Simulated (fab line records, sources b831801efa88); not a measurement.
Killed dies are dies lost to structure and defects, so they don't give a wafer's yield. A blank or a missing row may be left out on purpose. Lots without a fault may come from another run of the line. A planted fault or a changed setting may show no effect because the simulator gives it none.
Which tool did it? | flow sky130 | 12 lots, 36 wafers sampled, at 5 steps of a route of 708

WHAT THE GAUGES READ, wafer by wafer
SKY_LDD_P_TW_MEAS_11. Usual: LDD_P_TW 632, standard deviation 4.8.
lot  | measured     | on            | LDD_P_TW    | flag
L941 | day 19 04:02 | film_metro-04 | 636 633 632 |
L942 | day 19 04:46 | film_metro-04 | 637 634 634 |
L944 | day 20 08:13 | film_metro-04 | 638 640 638 |
L945 | day 20 08:32 | film_metro-04 | 639 639 642 |
L947 | day 21 05:48 | film_metro-04 | 636 636 636 |
L949 | day 22 11:23 | film_metro-03 | 629 631 627 |
L950 | day 22 13:50 | film_metro-01 | 633 637 632 |
L952 | day 23 12:16 | film_metro-03 | 630 629 633 |
L953 | day 23 21:26 | film_metro-03 | 632 628 630 |
L956 | day 24 15:38 | film_metro-04 | 639 636 636 |
L958 | day 25 09:13 | film_metro-04 | 634 637 636 |
L963 | day 26 20:33 | film_metro-03 | 629 628 628 |

SKY_LDD_HVN_OVL_MEAS_07. Usual: LDD_HVN_OVL -1.4 nm, standard deviation 1.3.
lot  | measured     | on         | LDD_HVN_OVL (nm) | flag
L941 | day 20 10:26 | overlay-01 | -3.4 -1.7 -1.8   |
L942 | day 20 11:30 | overlay-02 | -1.3 -0.9 -0.7   |
L944 | day 21 14:11 | overlay-02 | -0.1 -0.1 0.0    |
L945 | day 21 14:16 | overlay-01 | -0.9 -1.9 -2.3   |
L947 | day 22 12:19 | overlay-01 | -1.8 -1.2 -2.9   |
L949 | day 23 17:15 | overlay-01 | -0.4 -1.5 2.1    |
L950 | day 23 20:25 | overlay-01 | -0.4 -1.1 -1.1   |
L952 | day 24 17:47 | overlay-01 | -0.2 0.6 -1.9    |
L953 | day 25 04:07 | overlay-02 | -1.0 -2.1 -1.5   |
L956 | day 25 20:34 | overlay-02 | -2.8 -0.9 -1.5   |
L958 | day 26 14:08 | overlay-02 | -2.0 -2.2 -2.8   |
L963 | day 28 01:07 | overlay-02 | 0.1 0.0 1.3      |

SKY_LI_CONTACT_OVL_MEAS_13. Usual: LI_CONTACT_OVL -2 nm, standard deviation 5.5.
lot  | measured     | on         | LI_CONTACT_OVL (nm) | flag
L941 | day 29 06:08 | overlay-01 | 0 -7 1              |
L942 | day 29 06:47 | overlay-02 | -6 -1 -6            |
L944 | day 30 06:53 | overlay-02 | 0 2 1               |
L945 | day 30 09:26 | overlay-01 | -7 -1 -1            |
L947 | day 31 02:56 | overlay-01 | 0 -2 -2             |
L949 | day 32 07:33 | overlay-02 | -2 0 4              |
L950 | day 32 10:14 | overlay-01 | -4 4 -5             |
L952 | day 33 05:20 | overlay-01 | -2 -4 -1            |
L953 | day 33 13:18 | overlay-01 | -15 -11 -14         |
L956 | day 34 04:14 | overlay-02 | -3 -3 -3            |
L958 | day 34 19:29 | overlay-02 | -4 -5 -5            |
L963 | day 36 01:17 | overlay-01 | -2 -1 -5            |

WHICH TOOL RAN EACH LOT (tool, then ch and the chambers of the sampled wafers, then the start)
lot  | SKY_LDD_N_IMPLANT_11            | SKY_LDD_N_STRIP_16
L941 | implanter-04 ch 0, day 17 21:24 | plasma_asher-02 ch 0,1, day 17 22:09
L942 | implanter-03 ch 0, day 17 21:42 | plasma_asher-04 ch 0,1, day 17 22:27
L944 | implanter-02 ch 0, day 18 23:48 | plasma_asher-02 ch 0,1, day 19 00:33
L945 | implanter-04 ch 0, day 19 01:04 | plasma_asher-02 ch 0,1, day 19 01:48
L947 | implanter-02 ch 0, day 19 22:10 | plasma_asher-04 ch 0,1, day 19 22:54
L949 | implanter-03 ch 0, day 21 03:13 | plasma_asher-02 ch 0,1, day 21 03:56
L950 | implanter-04 ch 0, day 21 06:18 | plasma_asher-04 ch 0,1, day 21 07:03
L952 | implanter-03 ch 0, day 22 04:23 | plasma_asher-01 ch 0,1, day 22 05:08
L953 | implanter-04 ch 0, day 22 13:38 | plasma_asher-04 ch 0,1, day 22 14:22
L956 | implanter-04 ch 0, day 23 08:01 | plasma_asher-01 ch 0,1, day 23 08:45
L958 | implanter-04 ch 0, day 24 02:34 | plasma_asher-01 ch 0,1, day 24 03:19
L963 | implanter-03 ch 0, day 25 15:36 | plasma_asher-04 ch 0,1, day 25 16:20
- SKY_LDD_N_IMPLANT_11
- SKY_LDD_N_STRIP_16: strips in O2/N2.

WHAT THE TOOLS THEMSELVES READ (means of the sampled wafers that have a number; where no wafer has one, the mark that the record gives instead)
SKY_LDD_N_IMPLANT_11. Usual: beam_on_s 9.98 s, standard deviation 0.22; dose_ions_cm2 7.501e+13, standard deviation 8.7e+10; faraday_current_uA 423, standard deviation 9.1; rotation_deg 292.99 degrees, standard deviation 0.051.
lot  | tool         | beam_on_s (s) | dose_ions_cm2 | faraday_current_uA | rotation_deg (degrees) | flag
L941 | implanter-04 | 9.88          | 7.516e+13     | 427                | 293.02                 |
L942 | implanter-03 | 10.08         | 7.505e+13     | 421                | 292.96                 |
L944 | implanter-02 | 10.10         | 7.505e+13     | 418                | 292.94                 |
L945 | implanter-04 | 9.82          | 7.501e+13     | 430                | 292.97                 |
L947 | implanter-02 | 9.96          | 7.496e+13     | 424                | 293.00                 |
L949 | implanter-03 | 9.95          | 7.504e+13     | 425                | 292.97                 |
L950 | implanter-04 | 9.87          | 7.492e+13     | 427                | 293.02                 |
L952 | implanter-03 | 10.06         | 7.498e+13     | 420                | 293.02                 |
L953 | implanter-04 | 10.15         | 7.509e+13     | 417                | 292.99                 |
L956 | implanter-04 | 13.02         | 1.096e+14     | 474                | 292.98                 | OFF
L958 | implanter-04 | 12.97         | 1.096e+14     | 477                | 293.03                 | OFF
L963 | implanter-03 | 10.22         | 7.502e+13     | 414                | 293.03                 |

SKY_LDD_N_STRIP_16. Usual: drypump_motor_current_A 5.9 A, standard deviation 0.65; oes_product_au 0.407 a.u., standard deviation 0.0047; strip_time_to_endpoint_s 4.312 s, standard deviation 0.014.
lot  | tool            | drypump_motor_current_A (A) | oes_product_au (a.u.) | strip_time_to_endpoint_s (s) | flag
L941 | plasma_asher-02 | 5.2                         | 0.407                 | 4.298                        |
L942 | plasma_asher-04 | 6.3                         | 0.404                 | 4.323                        |
L944 | plasma_asher-02 | 5.6                         | 0.406                 | 4.329                        |
L945 | plasma_asher-02 | 5.7                         | 0.403                 | 4.319                        |
L947 | plasma_asher-04 | 6.3                         | 0.407                 | 4.317                        |
L949 | plasma_asher-02 | 5.6                         | 0.402                 | 4.313                        |
L950 | plasma_asher-04 | 6.3                         | 0.407                 | 4.313                        |
L952 | plasma_asher-01 | 6.1                         | 0.405                 | 4.320                        |
L953 | plasma_asher-04 | 6.3                         | 0.406                 | 4.308                        |
L956 | plasma_asher-01 | 6.1                         | 0.406                 | 4.408                        | OFF
L958 | plasma_asher-01 | 6.0                         | 0.406                 | 4.400                        | OFF
L963 | plasma_asher-04 | 6.3                         | 0.410                 | 4.297                        |

THE ANSWER, worked out from the rows above alone
Rule: a lot is off if the mean of its wafers that have a number lies more than 3 standard deviations from the usual mean. A lot without any number at a reading at which 4 lots or more have one is off too. The other lots that the step has rows for count as sound. The gauges are gone through in route order, then the tools' own readings, and for those a lot's mean is taken as printed above. The first step at which some lot is off is used, and at that step the reading that is off furthest; a lot without a number counts as furthest.
Off: L956, L958, at SKY_LDD_N_IMPLANT_11 (dose_ions_cm2).
A tool fits if, at that step or a process step before it, it ran every lot that is off, and no sound lot after the first of them. One fits: implanter-04 at SKY_LDD_N_IMPLANT_11. Its last sound lot is L953 (day 22 13:38), its first lot that is off L956 (day 23 08:01): a fault that began between those two fits.
The tool's own readings at SKY_LDD_N_IMPLANT_11 bear it out: on the lots that are off they differ by more than 5 times the standard deviation of the sound lots' means. beam_on_s reads 13.00 s there against 10.01 s on the sound lots; dose_ions_cm2 reads 1.096e+14 there against 7.503e+13 on the sound lots; faraday_current_uA reads 476 there against 422 on the sound lots.

WHAT THE SIMULATOR HAD PUT IN
Process parameter drift: implanter-04, from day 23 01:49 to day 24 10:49, at SKY_LDD_N_IMPLANT_11. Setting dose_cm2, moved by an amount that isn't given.
Lots struck among those shown: L956, L958. The rule above found the same.
